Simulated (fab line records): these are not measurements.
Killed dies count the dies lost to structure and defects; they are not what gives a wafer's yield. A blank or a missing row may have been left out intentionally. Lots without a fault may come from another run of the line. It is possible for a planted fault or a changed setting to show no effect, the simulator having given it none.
Which of the tools did it? | flow gf180mcu | 72 wafers from 24 lots sampled at 5 of the route's 602 steps

## WHAT EACH GAUGE READ, for each wafer
GF_V5_THK_MEAS_03.
lot  | measured     | on            | V5_CVD_02_THK (nm)
L074 | day 26 00:04 | film_metro-01 | 1437 1436 1458
L075 | day 26 05:01 | film_metro-01 | 1458 1479 1465
L076 | day 26 23:39 | film_metro-04 | 1441 1424 1456
L077 | day 27 02:43 | film_metro-02 | 1468 1474 1510
L078 | day 27 12:44 | film_metro-01 | 1433 1444 1452
L080 | day 28 03:47 | film_metro-01 | 1432 1452 1456
L079 | day 28 05:17 | film_metro-04 | 1436 1457 1469
L081 | day 28 18:38 | film_metro-02 | 1417 1434 1457
L082 | day 29 00:21 | film_metro-04 | 1447 1474 1471
L083 | day 29 19:03 | film_metro-02 | 1433 1499 1480
L085 | day 29 19:23 | film_metro-02 | 1464 1431 1465
L084 | day 30 01:50 | film_metro-04 | 1482 1478 1487
L086 | day 30 13:32 | film_metro-04 | 1436 1442 1478
L087 | day 30 12:41 | film_metro-01 | 1432 1447 1494
L088 | day 30 21:10 | film_metro-04 | 1423 1452 1456
L089 | day 30 23:59 | film_metro-01 | 1429 1432 1475
L090 | day 31 20:19 | film_metro-01 | 1472 1472 1490
L092 | day 31 21:46 | film_metro-04 | 1453 1457 1481
L091 | day 31 21:57 | film_metro-04 | 1431 1423 1443
L093 | day 32 01:29 | film_metro-01 | 1473 1448 1466
L094 | day 32 01:20 | film_metro-01 | 1437 1434 1462
L095 | day 32 01:24 | film_metro-01 | 1447 1455 1440
L096 | day 32 01:42 | film_metro-01 | 1411 1440 1452
L097 | day 33 10:25 | film_metro-02 | 1446 1483 1477

GF_V5_RS_MEAS_24: a four-point-probe measurement.
lot  | measured     | on            | V5_W_RS (ohm/sq)
L074 | day 26 21:35 | film_metro-02 | 0.329 0.331 0.327
L075 | day 27 02:15 | film_metro-01 | 0.328 0.327 0.328
L076 | day 27 21:24 | film_metro-02 | 0.328 0.326 0.321
L077 | day 28 00:36 | film_metro-02 | 0.328 0.329 0.325
L078 | day 28 10:16 | film_metro-04 | 0.326 0.322 0.325
L080 | day 29 00:44 | film_metro-01 | 0.320 0.324 0.330
L079 | day 29 01:25 | film_metro-02 | 0.326 0.326 0.324
L081 | day 29 15:56 | film_metro-04 | 0.331 0.330 0.333
L082 | day 29 20:59 | film_metro-02 | 0.328 0.326 0.327
L083 | day 30 15:14 | film_metro-04 | 0.328 0.326 0.325
L085 | day 30 15:35 | film_metro-02 | 0.329 0.326 0.333
L084 | day 30 21:31 | film_metro-01 | 0.325 0.324 0.329
L086 | day 31 20:27 | film_metro-04 | 0.326 0.327 0.324
L087 | day 31 19:53 | film_metro-02 | 0.331 0.326 0.330
L088 | day 31 23:19 | film_metro-01 | 0.332 0.327 0.324
L089 | day 31 23:09 | film_metro-01 | 0.335 0.336 0.331
L090 | day 32 04:00 | film_metro-04 | 0.327 0.326 0.327
L092 | day 32 10:29 | film_metro-04 | 0.324 0.328 0.327
L091 | day 32 11:22 | film_metro-04 | 0.326 0.318 0.317
L093 | day 32 22:59 | film_metro-04 | 0.325 0.326 0.327
L094 | day 32 21:51 | film_metro-01 | 0.323 0.319 0.324
L095 | day 32 22:05 | film_metro-04 | 0.338 0.335 0.335
L096 | day 32 23:08 | film_metro-01 | 0.330 0.333 0.331
L097 | day 34 03:43 | film_metro-01 | 0.328 0.322 0.322

## WHICH TOOL RAN EACH LOT (tool, then ch and the chambers of the sampled wafers, then the start)
lot  | GF_M3_SPUTTER_01             | GF_V3_CMP_04                  | GF_MIM_SPUTTER_04
L074 | pvd_sputter-03, day 19 22:23 | cmp-02 ch 1,3, day 20 23:36   | pvd_sputter-04, day 24 02:33
L075 | pvd_sputter-03, day 20 04:38 | cmp-02 ch 0,1, day 21 06:20   | pvd_sputter-04, day 24 08:53
L076 | pvd_sputter-04, day 21 01:53 | cmp-01 ch 0,2,3, day 22 02:34 | pvd_sputter-03, day 25 04:05
L077 | pvd_sputter-04, day 21 04:41 | cmp-01 ch 0,1, day 22 05:44   | pvd_sputter-03, day 25 07:40
L078 | pvd_sputter-03, day 21 19:17 | cmp-02 ch 0,1,3, day 22 20:03 | pvd_sputter-04, day 25 18:28
L080 | pvd_sputter-02, day 22 11:38 | cmp-02 ch 2,3, day 23 11:21   | pvd_sputter-04, day 26 09:17
L079 | pvd_sputter-03, day 22 12:35 | cmp-01 ch 0,1,3, day 23 12:23 | pvd_sputter-04, day 26 11:38
L081 | pvd_sputter-03, day 23 05:08 | cmp-01 ch 2,3, day 24 05:16   | pvd_sputter-02, day 27 02:23
L082 | pvd_sputter-04, day 23 11:14 | cmp-02 ch 0,1, day 24 11:08   | pvd_sputter-03, day 27 07:44
L083 | pvd_sputter-02, day 24 08:53 | cmp-01 ch 1,2, day 25 07:50   | pvd_sputter-04, day 28 02:28
L085 | pvd_sputter-03, day 24 10:28 | cmp-02 ch 0,1, day 25 09:23   | pvd_sputter-02, day 28 02:46
L084 | pvd_sputter-02, day 24 17:37 | cmp-02 ch 0,1,2, day 25 16:51 | pvd_sputter-03, day 28 10:23
L086 | pvd_sputter-04, day 25 06:26 | cmp-01 ch 0,1,3, day 26 04:24 | pvd_sputter-03, day 28 22:02
L087 | pvd_sputter-02, day 25 06:59 | cmp-01 ch 1,2,3, day 26 05:12 | pvd_sputter-04, day 28 21:44
L088 | pvd_sputter-02, day 25 16:54 | cmp-02 ch 1,2, day 26 14:41   | pvd_sputter-04, day 29 05:59
L089 | pvd_sputter-03, day 25 20:01 | cmp-01 ch 0,1,3, day 26 18:03 | pvd_sputter-02, day 29 09:43
L090 | pvd_sputter-02, day 26 07:27 | cmp-02 ch 0,1, day 27 04:28   | pvd_sputter-03, day 29 18:55
L092 | pvd_sputter-03, day 26 11:13 | cmp-01 ch 2,3, day 27 08:48   | pvd_sputter-02, day 29 23:40
L091 | pvd_sputter-04, day 26 12:56 | cmp-02 ch 0,1,2, day 27 10:32 | pvd_sputter-04, day 30 00:50
L093 | pvd_sputter-03, day 26 22:32 | cmp-01 ch 0,1,2, day 27 19:53 | pvd_sputter-02, day 30 09:05
L094 | pvd_sputter-02, day 27 06:01 | cmp-02 ch 1,2,3, day 28 03:08 | pvd_sputter-03, day 30 17:05
L095 | pvd_sputter-04, day 27 18:26 | cmp-01 ch 0,1,2, day 28 14:56 | pvd_sputter-04, day 31 03:37
L096 | pvd_sputter-03, day 27 21:01 | cmp-01 ch 1,2,3, day 28 19:06 | pvd_sputter-02, day 31 06:26
L097 | pvd_sputter-02, day 28 06:05 | cmp-02 ch 1,2,3, day 29 02:44 | pvd_sputter-02, day 31 23:09
- GF_M3_SPUTTER_01: material TiN, target thk 30 nm, time 25 s.
- GF_V3_CMP_04: polishes SiO2.
- GF_MIM_SPUTTER_04: material TiN, target thk 50 nm, time 41.7 s.

## AS READ BY THE TOOLS THEMSELVES (means over the sampled wafers that have a number; for cases with no such wafer, the mark the record gives instead)
GF_M3_SPUTTER_01.
lot  | tool           | chamber_pressure_pa (Pa) | throttle_valve_pct (%)
L074 | pvd_sputter-03 | 0.4005                   | 30.7
L075 | pvd_sputter-03 | 0.4004                   | 29.6
L076 | pvd_sputter-04 | 0.4000                   | 30.6
L077 | pvd_sputter-04 | 0.4000                   | 30.6
L078 | pvd_sputter-03 | 0.4002                   | 30.1
L080 | pvd_sputter-02 | 0.3999                   | 31.0
L079 | pvd_sputter-03 | 0.4001                   | 29.5
L081 | pvd_sputter-03 | 0.4008                   | 30.7
L082 | pvd_sputter-04 | 0.3995                   | 31.0
L083 | pvd_sputter-02 | 0.3993                   | 29.5
L085 | pvd_sputter-03 | 0.3992                   | 30.2
L084 | pvd_sputter-02 | 0.3998                   | 30.2
L086 | pvd_sputter-04 | 0.4004                   | 30.3
L087 | pvd_sputter-02 | 0.4001                   | 28.2
L088 | pvd_sputter-02 | 0.4005                   | 29.1
L089 | pvd_sputter-03 | 0.3998                   | 30.4
L090 | pvd_sputter-02 | 0.4006                   | 30.2
L092 | pvd_sputter-03 | 0.3999                   | 30.8
L091 | pvd_sputter-04 | 0.3997                   | 30.6
L093 | pvd_sputter-03 | 0.3994                   | 30.2
L094 | pvd_sputter-02 | 0.4004                   | 29.7
L095 | pvd_sputter-04 | 0.4001                   | 31.3
L096 | pvd_sputter-03 | 0.4004                   | 30.4
L097 | pvd_sputter-02 | 0.4001                   | 30.9

GF_V3_CMP_04.
lot  | tool   | motor_current_A (A) | slurry_filter_dp_kPa (kPa) | slurry_flow_ml_min | time_to_endpoint_s (s)
L074 | cmp-02 | 12.7                | 13.62                      | 150.5              | 79
L075 | cmp-02 | 11.9                | 13.45                      | 149.7              | 80
L076 | cmp-01 | 12.2                | 13.41                      | 150.4              | 77
L077 | cmp-01 | 12.4                | 13.41                      | 150.4              | 85
L078 | cmp-02 | 12.9                | 13.49                      | 149.9              | 80
L080 | cmp-02 | 13.5                | 13.56                      | 150.1              | 83
L079 | cmp-01 | 11.5                | 13.49                      | 149.9              | 86
L081 | cmp-01 | 12.0                | 13.56                      | 149.7              | 78
L082 | cmp-02 | 12.1                | 13.40                      | 150.0              | 81
L083 | cmp-01 | 12.4                | 13.41                      | 150.4              | 88
L085 | cmp-02 | 13.1                | 13.44                      | 149.8              | 86
L084 | cmp-02 | 12.6                | 13.50                      | 150.3              | 84
L086 | cmp-01 | 11.7                | 13.48                      | 149.4              | 82
L087 | cmp-01 | 11.7                | 13.53                      | 149.5              | 84
L088 | cmp-02 | 11.9                | 13.47                      | 149.9              | 79
L089 | cmp-01 | 11.5                | 13.62                      | 150.3              | 86
L090 | cmp-02 | 11.9                | 13.33                      | 149.5              | 79
L092 | cmp-01 | 11.6                | 13.62                      | 150.2              | 76
L091 | cmp-02 | 12.3                | 13.31                      | 150.3              | 85
L093 | cmp-01 | 12.3                | 13.59                      | 149.8              | 82
L094 | cmp-02 | 12.6                | 13.38                      | 150.6              | 86
L095 | cmp-01 | 12.0                | 13.45                      | 150.2              | 84
L096 | cmp-01 | 11.6                | 13.53                      | 150.2              | 83
L097 | cmp-02 | 12.2                | 13.53                      | 150.0              | 81

GF_MIM_SPUTTER_04.
lot  | tool           | chamber_pressure_pa (Pa) | throttle_valve_pct (%)
L074 | pvd_sputter-04 | 0.4003                   | 31.3
L075 | pvd_sputter-04 | 0.3998                   | 29.9
L076 | pvd_sputter-03 | 0.4004                   | 30.1
L077 | pvd_sputter-03 | 0.3999                   | 30.4
L078 | pvd_sputter-04 | 0.3990                   | 30.0
L080 | pvd_sputter-04 | 0.4004                   | 30.3
L079 | pvd_sputter-04 | 0.4001                   | 30.3
L081 | pvd_sputter-02 | 0.4000                   | 31.1
L082 | pvd_sputter-03 | 0.4000                   | 30.5
L083 | pvd_sputter-04 | 0.3997                   | 30.2
L085 | pvd_sputter-02 | 0.3989                   | 28.1
L084 | pvd_sputter-03 | 0.4000                   | 30.0
L086 | pvd_sputter-03 | 0.3998                   | 30.2
L087 | pvd_sputter-04 | 0.4002                   | 30.6
L088 | pvd_sputter-04 | 0.3998                   | 31.3
L089 | pvd_sputter-02 | 0.3998                   | 31.6
L090 | pvd_sputter-03 | 0.4002                   | 30.4
L092 | pvd_sputter-02 | 0.3987                   | 28.8
L091 | pvd_sputter-04 | 0.3997                   | 30.2
L093 | pvd_sputter-02 | 0.3990                   | 31.0
L094 | pvd_sputter-03 | 0.4001                   | 30.9
L095 | pvd_sputter-04 | 0.4001                   | 30.9
L096 | pvd_sputter-02 | 0.3995                   | 30.0
L097 | pvd_sputter-02 | 0.3993                   | 31.1

## THE ANSWER, worked out from the rows above alone
Rule: the usual values come from the lots themselves. Put in order of their means at a reading, lots are off if they are a third of the lots or fewer, leave a main group of 4 or more, and stand apart from it by a gap of 3 or more times the standard deviation of the main group's means; of several such gaps the widest counts. If all means in a main group match to the digits the tables above print for the reading, that group is not used. A lot without any number at a reading at which 4 lots or more have one is off too. Any other lot the step has rows for is counted as sound. The gauges are gone through in route order, then the tools' own readings, and for those a lot's mean is taken as printed above. The first step at which some lot is off is used, and at that step the reading that is off furthest; a lot without a number counts as furthest.
Nothing can be told from this: no lot is off at any reading shown.

## WHAT THE SIMULATOR HAD PUT IN
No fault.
